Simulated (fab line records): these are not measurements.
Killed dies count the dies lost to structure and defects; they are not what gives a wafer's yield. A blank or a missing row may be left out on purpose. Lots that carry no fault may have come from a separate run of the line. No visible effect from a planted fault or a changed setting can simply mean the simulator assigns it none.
Problem report, 8D (eight disciplines) form, completed by code ; flow gf180mcu ; the parts of the form that need people (team, actions taken, sign-off) are left out

1. THE PROBLEM
VT_IMPLANT_OVL at GF_VT_IMPLANT_OVL_MEAS_07 reads a mean of -107.6 nm on 9 wafers of 3 lots; wafers without a fault read -0.3 nm with a standard deviation of 1.5. Relative to the usual mean, that is a shift of -72 standard deviations.
First seen on wafer L819.2, day 8 00:56, on overlay-02. The record has a number at this step for 42 wafers belonging to 14 lots. Rule for "out" (also "out of limits"): further than 4 standard deviations from the usual mean. Any other wafer with a number is counted as sound.

2. WHAT THIS IS AND IS NOT
question;is;is not
which readings at this step;VT_IMPLANT_OVL;-
which lots;L819, L820, L821;L809, L810, L811, L812, L818, L822, L823, L824, L830, L831, L832
which wafers of those lots;all that have a number;-
read on which gauges;overlay-01, overlay-02;-
when;from day 8 00:56;"up to then (15 sound wafers); but 18 sound wafers of L822, L823, L824, L830, L831, L832 came after"

3. WHAT RULES OUT EACH SUSPECT
Counting: a tool at a process step up to the reading stays a suspect if it ran every lot that is out and no sound lot after the first of them.
- the gauge at GF_VT_IMPLANT_OVL_MEAS_07 has been ruled out. 2 gauges (overlay-01, overlay-02) read the wafers that are out.
- ilineStepper-01 at GF_VT_IMPLANT_EXPOSE_04 (exposes mask LVPWELL LV AREA, target cd 600 nm): kept. Every lot that is out went through it, starting with L819 (day 7 17:38), and after that it ran no sound lot; the last sound lot it ran before then is L818 (day 7 12:26).
Remaining after the count: ilineStepper-01 at GF_VT_IMPLANT_EXPOSE_04.

4. THE CAUSE (what the simulator had put in)
Scanner matching overlay: ilineStepper-01, from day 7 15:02 on, at GF_VT_IMPLANT_EXPOSE_04. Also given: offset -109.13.
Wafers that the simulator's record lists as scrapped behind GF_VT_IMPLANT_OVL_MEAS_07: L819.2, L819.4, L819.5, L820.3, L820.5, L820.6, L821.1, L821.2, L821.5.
This tool alone remained once counting was done.

5. THE EFFECT CHAIN, in route order
Each row: a reading where the mean over the struck wafers with a number is more than 3 standard deviations away from the usual. Scope: only readings with a usual standard deviation given in the record; hours: median across lots of the time from each lot's start at the first step in this table that gives one to its start at this step; sigmas: change in usual standard deviations.
hours;step;reading;usual;on struck wafers;change;sigmas
0;GF_VT_IMPLANT_OVL_MEAS_07;VT_IMPLANT_OVL;-0.3 nm;-107.6;-107.3;-72

6. HOW IT WOULD HAVE BEEN CAUGHT EARLIER
In this record the first reading out of limits at a measuring or inspecting step was taken at day 8 00:56, 10 hours after the fault began at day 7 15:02.
An alarm limit of 4 standard deviations would not have fired on the tool readings at GF_VT_IMPLANT_EXPOSE_04 for which the record gives a usual standard deviation, since none of them was out on any struck wafer.
L820, L821, from the lots that are out (3), started GF_VT_IMPLANT_EXPOSE_04 on ilineStepper-01 later than day 8 00:56. A hold on the tool at that time would have spared those 2.
